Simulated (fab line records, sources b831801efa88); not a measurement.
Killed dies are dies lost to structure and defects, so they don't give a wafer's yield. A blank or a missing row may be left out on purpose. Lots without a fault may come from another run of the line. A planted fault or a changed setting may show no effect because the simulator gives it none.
Tool commonality check | flow sky130 | 11 lots, 42 wafers sampled

WHY IT WAS OPENED
At SKY_SD_P_TW_MEAS_11 the reading SD_P_TW is flagged on 3 of 11 lots. Wafers without a fault read 2805, standard deviation 27.
Rule: a lot is flagged when every wafer of it that has a number lies more than 4 standard deviations from that mean, or none has a number. The other lots count as sound.

lot  | measured     | on            | SD_P_TW, wafer by wafer       | flag
L596 | day 26 05:28 | film_metro-01 | 2783 2777 2792                |
L598 | day 27 10:11 | film_metro-01 | 2763 2772 2782                |
L601 | day 27 22:41 | film_metro-01 | 2797 2779 2777                |
L604 | day 28 08:17 | film_metro-02 | 2859 2844 2838                |
L605 | day 28 17:10 | film_metro-02 | 2853 2840 2846                |
L606 | day 29 03:20 | film_metro-01 | 3082 3077 3085 3075 3087 3068 | FLAGGED
L608 | day 29 14:46 | film_metro-01 | 2780 2787 2798                |
L609 | day 29 22:17 | film_metro-04 | 3097 3093 3091 3100 3095 3101 | FLAGGED
L611 | day 31 17:10 | film_metro-04 | 2801 2805 2793                |
L617 | day 32 19:47 | film_metro-01 | 3067 3060 3083 3075 3069 3081 | FLAGGED
L618 | day 33 01:19 | film_metro-01 | 2778 2768 2794                |
The numbers of the flagged lots are 3083 on average: +278 against the usual, or +10 standard deviations.

WHICH TOOL RAN EACH LOT
The record holds 3 process steps before the reading, out of a route of 708 steps. In each cell: the tool, then ch and the chambers that the sampled wafers went through, then the start.
lot  | flag    | SKY_LDD_LDN_STRIP_12                 | SKY_SD_P_IMPLANT_09             | SKY_SD_P_STRIP_10
L596 |         | plasma_asher-03 ch 1, day 23 16:51   | implanter-01 ch 0, day 26 05:13 | plasma_asher-02 ch 0,1, day 26 05:22
L598 |         | plasma_asher-04 ch 0,1, day 24 21:10 | implanter-01 ch 0, day 27 09:57 | plasma_asher-02 ch 0,1, day 27 10:04
L601 |         | plasma_asher-03 ch 0,1, day 25 10:13 | implanter-02 ch 0, day 27 22:27 | plasma_asher-03 ch 0,1, day 27 22:34
L604 |         | plasma_asher-03 ch 0,1, day 25 20:25 | implanter-02 ch 0, day 28 08:03 | plasma_asher-02 ch 0,1, day 28 08:10
L605 |         | plasma_asher-04 ch 0,1, day 26 04:47 | implanter-04 ch 0, day 28 16:56 | plasma_asher-03 ch 0,1, day 28 17:04
L606 | FLAGGED | plasma_asher-03 ch 0,1, day 26 16:24 | implanter-01 ch 0, day 29 02:46 | plasma_asher-02 ch 0,1, day 29 03:14
L608 |         | plasma_asher-04 ch 0,1, day 27 05:42 | implanter-02 ch 0, day 29 14:32 | plasma_asher-03 ch 0,1, day 29 14:40
L609 | FLAGGED | plasma_asher-03 ch 0,1, day 27 14:28 | implanter-01 ch 0, day 29 21:43 | plasma_asher-02 ch 0,1, day 29 22:11
L611 |         | plasma_asher-01 ch 0,1, day 28 06:55 | implanter-04 ch 0, day 31 16:55 | plasma_asher-03 ch 0,1, day 31 17:04
L617 | FLAGGED | plasma_asher-04 ch 0,1, day 30 11:31 | implanter-01 ch 0, day 32 19:14 | plasma_asher-02 ch 0,1, day 32 19:40
L618 |         | plasma_asher-03 ch 0,1, day 30 17:16 | implanter-02 ch 0, day 33 01:04 | plasma_asher-03 ch 0,1, day 33 01:13
What these steps do:
- SKY_LDD_LDN_STRIP_12: strips in O2/N2.
- SKY_SD_P_IMPLANT_09
- SKY_SD_P_STRIP_10: strips in O2/N2.
- SKY_SD_P_TW_MEAS_11

FLAGGED OVER TOTAL, TOOL BY TOOL (the gauges that took the reading come last)
step                 | tool            | lots run | flagged | share of the flagged lots | sound lots run after its first flagged lot
SKY_LDD_LDN_STRIP_12 | plasma_asher-01 | 1        | 0       | none                      | -
SKY_LDD_LDN_STRIP_12 | plasma_asher-03 | 6        | 2       | some                      | 1 (L618)
SKY_LDD_LDN_STRIP_12 | plasma_asher-04 | 4        | 1       | some                      | 0
SKY_SD_P_IMPLANT_09  | implanter-01    | 5        | 3       | all                       | 0
SKY_SD_P_IMPLANT_09  | implanter-02    | 4        | 0       | none                      | -
SKY_SD_P_IMPLANT_09  | implanter-04    | 2        | 0       | none                      | -
SKY_SD_P_STRIP_10    | plasma_asher-02 | 6        | 3       | all                       | 0
SKY_SD_P_STRIP_10    | plasma_asher-03 | 5        | 0       | none                      | -
SKY_SD_P_TW_MEAS_11  | film_metro-01   | 7        | 2       | some                      | 2 (L608,L618)
SKY_SD_P_TW_MEAS_11  | film_metro-02   | 2        | 0       | none                      | -
SKY_SD_P_TW_MEAS_11  | film_metro-04   | 2        | 1       | some                      | 1 (L611)

WHAT THE TABLE ALLOWS
2 rows of the table ran every flagged lot: implanter-01 at SKY_SD_P_IMPLANT_09, plasma_asher-02 at SKY_SD_P_STRIP_10.
- implanter-01 at SKY_SD_P_IMPLANT_09: 3 of its 5 lots flagged. Its last sound lot is L598 (day 27 09:57), its first flagged lot L606 (day 29 02:46): a fault that began between those two fits.
- plasma_asher-02 at SKY_SD_P_STRIP_10: 3 of its 6 lots flagged. Its last sound lot is L604 (day 28 08:10), its first flagged lot L606 (day 29 03:14): a fault that began between those two fits. Its own readings lie more than 4 standard deviations out on every wafer of the flagged lots: oes_product_au, strip_time_to_endpoint_s.
Counting lots can't tell these 2 tools apart, because each fits a fault that began at some hour. More lots, or a look at what each step does to the wafer, might.

WHAT THE SIMULATOR HAD PUT IN
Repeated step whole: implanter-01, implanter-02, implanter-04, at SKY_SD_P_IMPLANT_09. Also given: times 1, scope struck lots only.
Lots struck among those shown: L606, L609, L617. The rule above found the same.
